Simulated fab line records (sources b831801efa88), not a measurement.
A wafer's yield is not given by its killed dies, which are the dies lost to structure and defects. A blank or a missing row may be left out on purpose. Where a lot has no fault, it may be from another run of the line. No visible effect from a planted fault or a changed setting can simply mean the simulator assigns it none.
Which tool did it? || flow sky130 || 12 lots with 36 wafers sampled at 5 steps, on a route of 708 steps

== WHAT THE GAUGES SHOWED, per wafer ==
SKY_NWELL_RS_MEAS_29: the measuring method here is four-point-probe. Usual: NWELL_RS typically reads 625.4 ohm/sq, with standard deviation 1.7.
{"lot": "L642", "measured": "day 5 11:37", "on": "film_metro-03", "NWELL_RS (ohm/sq)": "627.6 626.6 625.5", "flag": ""}
{"lot": "L643", "measured": "day 5 15:59", "on": "film_metro-04", "NWELL_RS (ohm/sq)": "625.0 623.7 627.2", "flag": ""}
{"lot": "L645", "measured": "day 6 03:17", "on": "film_metro-04", "NWELL_RS (ohm/sq)": "624.8 626.2 624.9", "flag": ""}
{"lot": "L649", "measured": "day 7 07:53", "on": "film_metro-03", "NWELL_RS (ohm/sq)": "614.2 613.9 612.0 614.7 613.8 614.4", "flag": "OFF"}
{"lot": "L650", "measured": "day 8 01:33", "on": "film_metro-03", "NWELL_RS (ohm/sq)": "615.2 615.8 615.8 614.9 615.3 615.3", "flag": "OFF"}
{"lot": "L659", "measured": "day 9 14:51", "on": "film_metro-04", "NWELL_RS (ohm/sq)": "625.3 624.2 624.3", "flag": ""}
{"lot": "L660", "measured": "day 9 21:19", "on": "film_metro-01", "NWELL_RS (ohm/sq)": "622.5 623.3 623.2", "flag": ""}
{"lot": "L661", "measured": "day 10 01:37", "on": "film_metro-01", "NWELL_RS (ohm/sq)": "624.4 624.0 623.7", "flag": ""}
{"lot": "L662", "measured": "day 10 12:44", "on": "film_metro-01", "NWELL_RS (ohm/sq)": "628.9 626.7 626.4", "flag": ""}
{"lot": "L663", "measured": "day 10 19:35", "on": "film_metro-04", "NWELL_RS (ohm/sq)": "623.9 624.8 625.6", "flag": ""}
{"lot": "L664", "measured": "day 10 22:01", "on": "film_metro-03", "NWELL_RS (ohm/sq)": "624.0 624.6 623.5", "flag": ""}
{"lot": "L665", "measured": "day 11 07:09", "on": "film_metro-03", "NWELL_RS (ohm/sq)": "624.9 624.2 626.0", "flag": ""}

SKY_LOCAL_INTERCONNECT_CD_MEAS_11: the cd target is 170 nm. Usual: cd_nm reads 169.1 nm (standard deviation 1.2).
{"lot": "L642", "measured": "day 31 01:07", "on": "cd_sem-01", "cd_nm (nm)": "168.4 169.4 170.4", "flag": ""}
{"lot": "L643", "measured": "day 31 09:09", "on": "cd_sem-02", "cd_nm (nm)": "170.3 170.8 169.4", "flag": ""}
{"lot": "L645", "measured": "day 31 21:42", "on": "cd_sem-02", "cd_nm (nm)": "171.4 171.0 171.8", "flag": ""}
{"lot": "L649", "measured": "day 33 16:41", "on": "cd_sem-02", "cd_nm (nm)": "168.5 170.4 168.3", "flag": ""}
{"lot": "L650", "measured": "day 34 12:18", "on": "cd_sem-02", "cd_nm (nm)": "168.3 169.7 168.5", "flag": ""}
{"lot": "L659", "measured": "day 36 09:31", "on": "cd_sem-02", "cd_nm (nm)": "171.2 170.0 168.6", "flag": ""}
{"lot": "L660", "measured": "day 37 01:08", "on": "cd_sem-01", "cd_nm (nm)": "166.2 167.5 167.3", "flag": ""}
{"lot": "L661", "measured": "day 36 18:36", "on": "cd_sem-01", "cd_nm (nm)": "169.0 167.2 169.5", "flag": ""}
{"lot": "L662", "measured": "day 37 08:30", "on": "cd_sem-02", "cd_nm (nm)": "169.9 169.2 169.3", "flag": ""}
{"lot": "L663", "measured": "day 37 14:46", "on": "cd_sem-01", "cd_nm (nm)": "168.5 167.5 167.8", "flag": ""}
{"lot": "L664", "measured": "day 37 19:31", "on": "cd_sem-01", "cd_nm (nm)": "170.4 171.7 171.5", "flag": ""}
{"lot": "L665", "measured": "day 38 02:42", "on": "cd_sem-02", "cd_nm (nm)": "168.1 168.4 168.7", "flag": ""}

SKY_LOCAL_INTERCONNECT_OVL_MEAS_12. Usual: LOCAL_INTERCONNECT_OVL typically reads -1 nm, with standard deviation 6.3.
{"lot": "L642", "measured": "day 31 01:14", "on": "overlay-02", "LOCAL_INTERCONNECT_OVL (nm)": "-3 -1 -2", "flag": ""}
{"lot": "L643", "measured": "day 31 09:16", "on": "overlay-01", "LOCAL_INTERCONNECT_OVL (nm)": "2 2 -2", "flag": ""}
{"lot": "L645", "measured": "day 31 21:49", "on": "overlay-02", "LOCAL_INTERCONNECT_OVL (nm)": "-10 -7 -5", "flag": ""}
{"lot": "L649", "measured": "day 33 16:48", "on": "overlay-02", "LOCAL_INTERCONNECT_OVL (nm)": "-2 1 1", "flag": ""}
{"lot": "L650", "measured": "day 34 12:25", "on": "overlay-02", "LOCAL_INTERCONNECT_OVL (nm)": "-4 11 13", "flag": ""}
{"lot": "L659", "measured": "day 36 09:37", "on": "overlay-02", "LOCAL_INTERCONNECT_OVL (nm)": "-4 -4 -8", "flag": ""}
{"lot": "L660", "measured": "day 37 01:14", "on": "overlay-02", "LOCAL_INTERCONNECT_OVL (nm)": "-5 11 -4", "flag": ""}
{"lot": "L661", "measured": "day 36 18:43", "on": "overlay-02", "LOCAL_INTERCONNECT_OVL (nm)": "-10 -18 -6", "flag": ""}
{"lot": "L662", "measured": "day 37 08:37", "on": "overlay-01", "LOCAL_INTERCONNECT_OVL (nm)": "-7 -1 5", "flag": ""}
{"lot": "L663", "measured": "day 37 14:53", "on": "overlay-01", "LOCAL_INTERCONNECT_OVL (nm)": "-1 2 6", "flag": ""}
{"lot": "L664", "measured": "day 37 19:37", "on": "overlay-02", "LOCAL_INTERCONNECT_OVL (nm)": "-7 5 9", "flag": ""}
{"lot": "L665", "measured": "day 38 02:49", "on": "overlay-01", "LOCAL_INTERCONNECT_OVL (nm)": "-6 -5 -4", "flag": ""}

== EACH LOT AND THE TOOL THAT RAN IT (in order: tool; ch and the chambers of the sampled wafers; start) ==
{"lot": "L642", "SKY_FIELD_ISO_ETCH_14": "rie_diel-01 ch 0,1, day 2 04:59", "SKY_NWELL_IMPLANT_11": "implanter-02 ch 0, day 4 17:13"}
{"lot": "L643", "SKY_FIELD_ISO_ETCH_14": "rie_diel-03 ch 1,2,3, day 2 11:25", "SKY_NWELL_IMPLANT_11": "implanter-02 ch 0, day 4 21:01"}
{"lot": "L645", "SKY_FIELD_ISO_ETCH_14": "rie_diel-03 ch 0,2, day 2 23:29", "SKY_NWELL_IMPLANT_11": "implanter-01 ch 0, day 5 07:38"}
{"lot": "L649", "SKY_FIELD_ISO_ETCH_14": "rie_diel-01 ch 0,2,3, day 3 21:11", "SKY_NWELL_IMPLANT_11": "implanter-02 ch 0, day 6 11:20"}
{"lot": "L650", "SKY_FIELD_ISO_ETCH_14": "rie_diel-01 ch 0,2,3, day 4 01:52", "SKY_NWELL_IMPLANT_11": "implanter-02 ch 0, day 7 04:38"}
{"lot": "L659", "SKY_FIELD_ISO_ETCH_14": "rie_diel-04 ch 0,1,2, day 5 21:58", "SKY_NWELL_IMPLANT_11": "implanter-01 ch 0, day 8 17:20"}
{"lot": "L660", "SKY_FIELD_ISO_ETCH_14": "rie_diel-01 ch 0,2,3, day 6 01:55", "SKY_NWELL_IMPLANT_11": "implanter-01 ch 0, day 8 22:37"}
{"lot": "L661", "SKY_FIELD_ISO_ETCH_14": "rie_diel-01 ch 0,1,2, day 6 07:47", "SKY_NWELL_IMPLANT_11": "implanter-03 ch 0, day 9 02:37"}
{"lot": "L662", "SKY_FIELD_ISO_ETCH_14": "rie_diel-01 ch 0,1,2, day 6 15:28", "SKY_NWELL_IMPLANT_11": "implanter-03 ch 0, day 9 12:53"}
{"lot": "L663", "SKY_FIELD_ISO_ETCH_14": "rie_diel-01 ch 2,3, day 6 21:41", "SKY_NWELL_IMPLANT_11": "implanter-01 ch 0, day 9 19:49"}
{"lot": "L664", "SKY_FIELD_ISO_ETCH_14": "rie_diel-03 ch 0,2, day 7 00:07", "SKY_NWELL_IMPLANT_11": "implanter-03 ch 0, day 9 21:35"}
{"lot": "L665", "SKY_FIELD_ISO_ETCH_14": "rie_diel-04 ch 0,1,2, day 7 05:04", "SKY_NWELL_IMPLANT_11": "implanter-03 ch 0, day 10 06:34"}
- SKY_FIELD_ISO_ETCH_14: etches BARC in N2/H2, stops on SiO2, time 45.9 s, target depth 60 nm.
- SKY_NWELL_IMPLANT_11

== AS READ BY THE TOOLS THEMSELVES (means over the sampled wafers that have a number; for cases with no such wafer, the mark the record gives instead) ==
SKY_FIELD_ISO_ETCH_14. Usual: drypump_motor_current_A 6.2 A, standard deviation 0.38; h2_flow_sccm 200.1 sccm, standard deviation 0.59; oes_product_au 0.854 a.u., standard deviation 0.0051; throttle_valve_pct 13.225 %, standard deviation 0.0094.
{"lot": "L642", "tool": "rie_diel-01", "drypump_motor_current_A (A)": 6.1, "h2_flow_sccm (sccm)": 199.8, "oes_product_au (a.u.)": 0.857, "throttle_valve_pct (%)": 13.225, "flag": ""}
{"lot": "L643", "tool": "rie_diel-03", "drypump_motor_current_A (A)": 6.3, "h2_flow_sccm (sccm)": 199.6, "oes_product_au (a.u.)": 0.855, "throttle_valve_pct (%)": 13.222, "flag": ""}
{"lot": "L645", "tool": "rie_diel-03", "drypump_motor_current_A (A)": 5.8, "h2_flow_sccm (sccm)": 200.3, "oes_product_au (a.u.)": 0.851, "throttle_valve_pct (%)": 13.227, "flag": ""}
{"lot": "L649", "tool": "rie_diel-01", "drypump_motor_current_A (A)": 6.3, "h2_flow_sccm (sccm)": 199.8, "oes_product_au (a.u.)": 0.857, "throttle_valve_pct (%)": 13.227, "flag": ""}
{"lot": "L650", "tool": "rie_diel-01", "drypump_motor_current_A (A)": 6.3, "h2_flow_sccm (sccm)": 200.1, "oes_product_au (a.u.)": 0.855, "throttle_valve_pct (%)": 13.230, "flag": ""}
{"lot": "L659", "tool": "rie_diel-04", "drypump_motor_current_A (A)": 6.3, "h2_flow_sccm (sccm)": 200.5, "oes_product_au (a.u.)": 0.848, "throttle_valve_pct (%)": 13.219, "flag": ""}
{"lot": "L660", "tool": "rie_diel-01", "drypump_motor_current_A (A)": 6.3, "h2_flow_sccm (sccm)": 199.8, "oes_product_au (a.u.)": 0.855, "throttle_valve_pct (%)": 13.221, "flag": ""}
{"lot": "L661", "tool": "rie_diel-01", "drypump_motor_current_A (A)": 6.3, "h2_flow_sccm (sccm)": 199.7, "oes_product_au (a.u.)": 0.853, "throttle_valve_pct (%)": 13.223, "flag": ""}
{"lot": "L662", "tool": "rie_diel-01", "drypump_motor_current_A (A)": 6.3, "h2_flow_sccm (sccm)": 200.2, "oes_product_au (a.u.)": 0.849, "throttle_valve_pct (%)": 13.227, "flag": ""}
{"lot": "L663", "tool": "rie_diel-01", "drypump_motor_current_A (A)": 6.1, "h2_flow_sccm (sccm)": 200.3, "oes_product_au (a.u.)": 0.858, "throttle_valve_pct (%)": 13.226, "flag": ""}
{"lot": "L664", "tool": "rie_diel-03", "drypump_motor_current_A (A)": 5.8, "h2_flow_sccm (sccm)": 199.4, "oes_product_au (a.u.)": 0.858, "throttle_valve_pct (%)": 13.227, "flag": ""}
{"lot": "L665", "tool": "rie_diel-04", "drypump_motor_current_A (A)": 6.3, "h2_flow_sccm (sccm)": 199.8, "oes_product_au (a.u.)": 0.858, "throttle_valve_pct (%)": 13.231, "flag": ""}

SKY_NWELL_IMPLANT_11. Usual: dose_ions_cm2 reads 1.8996e+13 (standard deviation 2e+10).
{"lot": "L642", "tool": "implanter-02", "dose_ions_cm2": 1.8981e+13, "flag": ""}
{"lot": "L643", "tool": "implanter-02", "dose_ions_cm2": 1.9003e+13, "flag": ""}
{"lot": "L645", "tool": "implanter-01", "dose_ions_cm2": 1.9006e+13, "flag": ""}
{"lot": "L649", "tool": "implanter-02", "dose_ions_cm2": 1.9642e+13, "flag": "OFF"}
{"lot": "L650", "tool": "implanter-02", "dose_ions_cm2": 1.9651e+13, "flag": "OFF"}
{"lot": "L659", "tool": "implanter-01", "dose_ions_cm2": 1.8985e+13, "flag": ""}
{"lot": "L660", "tool": "implanter-01", "dose_ions_cm2": 1.8985e+13, "flag": ""}
{"lot": "L661", "tool": "implanter-03", "dose_ions_cm2": 1.9013e+13, "flag": ""}
{"lot": "L662", "tool": "implanter-03", "dose_ions_cm2": 1.8997e+13, "flag": ""}
{"lot": "L663", "tool": "implanter-01", "dose_ions_cm2": 1.8993e+13, "flag": ""}
{"lot": "L664", "tool": "implanter-03", "dose_ions_cm2": 1.9006e+13, "flag": ""}
{"lot": "L665", "tool": "implanter-03", "dose_ions_cm2": 1.9011e+13, "flag": ""}

== THE ANSWER, worked out from the rows above alone ==
Rule: lot off if the mean of its wafers having a number is beyond 3 standard deviations from the usual mean. Also off: a lot with no number at a reading for which 4 or more lots have one. Where the step has rows for the other lots, those lots are counted as sound. First the gauges in route order, then the tools' own readings, where a lot's mean is used as printed above. The first step at which some lot is off is used, and at that step the reading that is off furthest; a lot without a number counts as furthest.
Off: L649, L650, at SKY_NWELL_RS_MEAS_29 (NWELL_RS).
A tool fits if, at a process step before that reading, it ran every lot that is off, and no sound lot after the first of them. The gauges at SKY_NWELL_RS_MEAS_29 aren't tried: what is off there is off at SKY_NWELL_IMPLANT_11 too, on other tools, and a gauge's error can't cause that. One fits: implanter-02 at SKY_NWELL_IMPLANT_11. A fault onset in the window from L643 (day 4 21:01, its last sound lot) to L649 (day 6 11:20, its first lot off) fits.
The tool's own readings at SKY_NWELL_IMPLANT_11 bear it out: on the lots that are off they differ by more than 5 times the standard deviation of the sound lots' means. dose_ions_cm2 reads 1.9646e+13 there against 1.8998e+13 on the sound lots.

== WHAT THE SIMULATOR PUT IN ==
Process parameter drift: implanter-02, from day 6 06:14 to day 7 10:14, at SKY_NWELL_IMPLANT_11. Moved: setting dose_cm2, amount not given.
Struck lots among those shown: L649, L650. The same result came from the rule above.
